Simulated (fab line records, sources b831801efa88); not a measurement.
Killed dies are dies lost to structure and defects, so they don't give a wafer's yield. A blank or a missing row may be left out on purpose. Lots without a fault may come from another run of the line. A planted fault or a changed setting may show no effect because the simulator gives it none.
Which tool did it? | flow sky130 | 14 lots, 42 wafers sampled, at 5 steps of a route of 708

WHAT THE GAUGES READ, wafer by wafer
SKY_POLY_GATE_OVL_MEAS_14.
lot  | measured     | on         | POLY_GATE_OVL (nm)
L624 | day 16 21:38 | overlay-01 | -1 -1 6
L626 | day 18 08:23 | overlay-01 | -4 -7 -2
L627 | day 18 08:44 | overlay-02 | -6 -14 -12
L629 | day 18 09:31 | overlay-01 | -2 2 -2
L631 | day 19 07:23 | overlay-01 | -2 5 2
L632 | day 19 15:38 | overlay-01 | -9 -5 -6
L634 | day 20 06:31 | overlay-01 | -2 4 4
L633 | day 20 07:10 | overlay-01 | 0 -2 3
L635 | day 20 20:49 | overlay-02 | 4 8 5
L638 | day 22 10:10 | overlay-02 | -6 -1 -5
L636 | day 22 11:22 | overlay-02 | 3 -3 5
L639 | day 22 14:22 | overlay-01 | 1 -2 -8
L645 | day 24 05:11 | overlay-01 | -6 -3 -3
L646 | day 24 11:49 | overlay-01 | -9 -4 -3

SKY_LDD_P_OVL_MEAS_08.
lot  | measured     | on         | LDD_P_OVL (nm)
L624 | day 19 10:50 | overlay-02 | -1.1 1.4 -0.4
L626 | day 21 01:47 | overlay-02 | 0.1 -1.0 -0.3
L627 | day 21 03:10 | overlay-01 | 1.6 1.0 0.7
L629 | day 21 03:49 | overlay-01 | -1.7 -2.1 -0.7
L631 | day 22 00:17 | overlay-02 | 0.5 -0.2 0.3
L632 | day 22 07:31 | overlay-02 | -1.6 -0.5 -0.6
L634 | day 22 22:50 | overlay-02 | 1.6 2.1 2.3
L633 | day 22 23:32 | overlay-02 | 2.4 2.1 2.0
L635 | day 23 12:40 | overlay-01 | -2.3 -0.1 -1.8
L638 | day 25 01:05 | overlay-01 | -0.6 -0.9 1.7
L636 | day 25 02:25 | overlay-02 | 0.7 2.2 0.8
L639 | day 25 05:01 | overlay-01 | 3.5 2.1 2.0
L645 | day 26 18:32 | overlay-02 | 0.8 1.5 1.4
L646 | day 27 00:32 | overlay-01 | 0.3 0.2 1.2

SKY_LDD_HVN_OVL_MEAS_07.
lot  | measured     | on         | LDD_HVN_OVL (nm)
L624 | day 20 16:28 | overlay-02 | -0.6 0.5 -0.1
L626 | day 22 08:10 | overlay-01 | 0.6 -0.9 -0.4
L627 | day 22 08:54 | overlay-02 | -3.3 -1.4 -2.4
L629 | day 22 10:06 | overlay-01 | 1.4 -0.8 0.1
L631 | day 23 07:03 | overlay-02 | 2.1 2.1 2.2
L632 | day 23 14:19 | overlay-01 | -0.8 -1.4 -0.5
L634 | day 24 05:07 | overlay-02 | -1.6 -1.5 -0.7
L633 | day 24 06:03 | overlay-01 | 1.5 1.2 1.5
L635 | day 24 18:25 | overlay-01 | -1.5 -1.2 -0.4
L638 | day 26 06:28 | overlay-01 | 0.0 -0.2 -0.3
L636 | day 26 07:39 | overlay-02 | 1.2 -0.6 -0.5
L639 | day 26 09:46 | overlay-01 | 0.0 2.0 -0.2
L645 | day 27 23:02 | overlay-01 | -2.0 0.2 -0.9
L646 | day 28 05:25 | overlay-01 | -0.3 0.6 0.9

SKY_LDD_HVN_TW_MEAS_10.
lot  | measured     | on            | LDD_HVN_TW
L624 | day 20 16:45 | film_metro-01 | 1436 1442 1439
L626 | day 22 08:29 | film_metro-03 | 1422 1429 1425
L627 | day 22 09:11 | film_metro-02 | 1462 1463 1461
L629 | day 22 10:23 | film_metro-01 | 1432 1429 1438
L631 | day 23 07:20 | film_metro-01 | 1442 1434 1431
L632 | day 23 14:37 | film_metro-01 | 1439 1446 1442
L634 | day 24 05:25 | film_metro-02 | 1467 1454 1464
L633 | day 24 06:20 | film_metro-02 | 1469 1461 1462
L635 | day 24 18:42 | film_metro-01 | 1434 1432 1436
L638 | day 26 06:46 | film_metro-03 | 1454 1445 1447
L636 | day 26 07:56 | film_metro-01 | 245 239 242
L639 | day 26 10:03 | film_metro-02 | 242 243 243
L645 | day 27 23:21 | film_metro-02 | 1459 1460 1454
L646 | day 28 05:42 | film_metro-03 | 1442 1443 1445

WHICH TOOL RAN EACH LOT (tool, then ch and the chambers of the sampled wafers, then the start)
lot  | SKY_LDD_HVN_DEVELOP_06
L624 | litho_track-03 ch 0, day 20 16:19
L626 | litho_track-02 ch 0, day 22 08:02
L627 | litho_track-03 ch 0, day 22 08:45
L629 | litho_track-03 ch 0, day 22 09:57
L631 | litho_track-03 ch 0, day 23 06:54
L632 | litho_track-02 ch 0, day 23 14:11
L634 | litho_track-03 ch 0, day 24 05:01
L633 | litho_track-03 ch 0, day 24 05:54
L635 | litho_track-02 ch 0, day 24 18:16
L638 | litho_track-02 ch 0, day 26 06:20
L636 | litho_track-03 ch 0, day 26 07:30
L639 | litho_track-03 ch 0, day 26 09:37
L645 | litho_track-02 ch 0, day 27 22:56
L646 | litho_track-02 ch 0, day 28 05:16
- SKY_LDD_HVN_DEVELOP_06: develop time 60 s.

WHAT THE TOOLS THEMSELVES READ (means of the sampled wafers that have a number; where no wafer has one, the mark that the record gives instead)
The record holds no such reading with a usual standard deviation.

THE ANSWER, worked out from the rows above alone
Rule: what is usual is taken from the lots themselves. Put in order of their means at a reading, lots are off if they are a third of the lots or fewer, leave a main group of 4 or more, and stand apart from it by a gap of 3 or more times the standard deviation of the main group's means; of several such gaps the widest counts. A main group whose means are all the same, to the digits that the tables above print for the reading, isn't used. A lot without any number at a reading at which 4 lots or more have one is off too. The other lots that the step has rows for count as sound. The gauges are gone through in route order, then the tools' own readings, and for those a lot's mean is taken as printed above. The first step at which some lot is off is used, and at that step the reading that is off furthest; a lot without a number counts as furthest.
Off: L636, L639, at SKY_LDD_HVN_TW_MEAS_10 (LDD_HVN_TW). The main group: mean 1446, standard deviation 13.
A tool fits if, at a process step before that reading, it ran every lot that is off, and no sound lot after the first of them. The gauges at SKY_LDD_HVN_TW_MEAS_10 are tried like those tools. One fits: litho_track-03 at SKY_LDD_HVN_DEVELOP_06. Its last sound lot is L633 (day 24 05:54), its first lot that is off L636 (day 26 07:30): a fault that began between those two fits.

WHAT THE SIMULATOR HAD PUT IN
Process parameter drift: litho_track-03, from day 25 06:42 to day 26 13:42, at SKY_LDD_HVN_DEVELOP_06. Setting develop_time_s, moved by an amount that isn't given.
Lots struck among those shown: L636, L639. The rule above found the same.
